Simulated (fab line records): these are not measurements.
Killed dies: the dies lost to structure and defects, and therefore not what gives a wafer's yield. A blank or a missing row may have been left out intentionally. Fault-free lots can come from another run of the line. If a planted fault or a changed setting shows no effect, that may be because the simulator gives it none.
2 desks looking at one fault || flow sfq_line || each desk has only its own numbers; what lay behind them comes last

== DESK OF THE TOOL OWNER: rie_metal-03 ==
The tool's own readings at SFQ_TRILAYER_M0_BARC_OPEN_METAL_ETCH_031 (etches BARC in O2, target depth 125 nm, time 41.7 s): means of the sampled wafers that have a number, for each lot that ran on this tool. If a lot's mean is further than 4 standard deviations from the usual mean, the lot is out of limits and carries the mark OUT (the distance appears in the brackets).
Columns: A = drypump_motor_current_A at SFQ_TRILAYER_M0_BARC_OPEN_METAL_ETCH_031, usual 5.6 A; B = oes_product_au at SFQ_TRILAYER_M0_BARC_OPEN_METAL_ETCH_031, usual 0.684 a.u.; C = run_length_s at SFQ_TRILAYER_M0_BARC_OPEN_METAL_ETCH_031, usual 70.00 s
{"lot": "L625", "first seen here": "day 11 19:29", "A": 5.8, "B": 0.681, "C": 70.11}
{"lot": "L626", "first seen here": "day 12 00:17", "A": 5.8, "B": 0.686, "C": 70.01}
{"lot": "L628", "first seen here": "day 12 20:41", "A": 5.7, "B": 0.681, "C": 70.12}
{"lot": "L631", "first seen here": "day 14 12:25", "A": 5.5, "B": 0.682, "C": 69.96}
{"lot": "L633", "first seen here": "day 15 10:01", "A": 5.6, "B": 0.686, "C": 69.85}
{"lot": "L634", "first seen here": "day 15 19:37", "A": 5.7, "B": 0.684, "C": 70.11}
{"lot": "L638", "first seen here": "day 17 08:38", "A": 5.6, "B": "0.627 (-12) OUT", "C": "80.61 (+37) OUT"}
This desk's verdict: out of limits on L638, starting with L638 at day 17 08:38 (oes_product_au at SFQ_TRILAYER_M0_BARC_OPEN_METAL_ETCH_031). L625, L626, L628, L631, L633, L634 stayed within limits.

== FROM THE METROLOGY DESK ==
What the gauges read, lot by lot, whatever tool the lot ran on: means of the sampled wafers that have a number. If a lot's mean is further than 4 standard deviations from the usual mean, the lot is out of limits and carries the mark OUT (the distance appears in the brackets).
Columns: A = R5_MONX_THK at SFQ_R5_THK_MEAS_934, usual 40.0 nm
{"lot": "L625", "first seen here": "day 60 16:52", "A": 39.8}
{"lot": "L626", "first seen here": "day 60 23:47", "A": 40.8}
{"lot": "L628", "first seen here": "day 70 05:28", "A": 40.4}
{"lot": "L630", "first seen here": "day 71 02:41", "A": 39.6}
{"lot": "L631", "first seen here": "day 71 11:40", "A": 40.7}
{"lot": "L632", "first seen here": "day 73 05:20", "A": 39.6}
{"lot": "L633", "first seen here": "day 73 08:30", "A": 41.2}
{"lot": "L634", "first seen here": "day 73 11:46", "A": 39.7}
{"lot": "L638", "first seen here": "day 74 10:07", "A": 40.2}
{"lot": "L643", "first seen here": "day 75 22:26", "A": 40.2}
{"lot": "L644", "first seen here": "day 75 23:28", "A": 40.3}
{"lot": "L647", "first seen here": "day 76 11:02", "A": 39.5}
{"lot": "L648", "first seen here": "day 76 14:03", "A": 40.1}
This desk's finding: nothing out of limits on any of the 13 lots.

== PUT TOGETHER ==
The tool owner's desk had the chance to raise an alarm at day 17 08:38 on L638.
The metrology desk saw nothing out of limits.
The metrology desk holds a record of L638, inside its limits.
All the named lots went through SFQ_TRILAYER_M0_BARC_OPEN_METAL_ETCH_031 on rie_metal-03.

== WHAT THE SIMULATOR HAD PUT IN ==
rie_metal-03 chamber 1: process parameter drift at SFQ_TRILAYER_M0_BARC_OPEN_METAL_ETCH_031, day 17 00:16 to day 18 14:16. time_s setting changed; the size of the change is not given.
Shown lots that were struck: L638.
Time in hours from fault onset to the first out-of-limits reading at each desk: the tool owner's desk, 8.
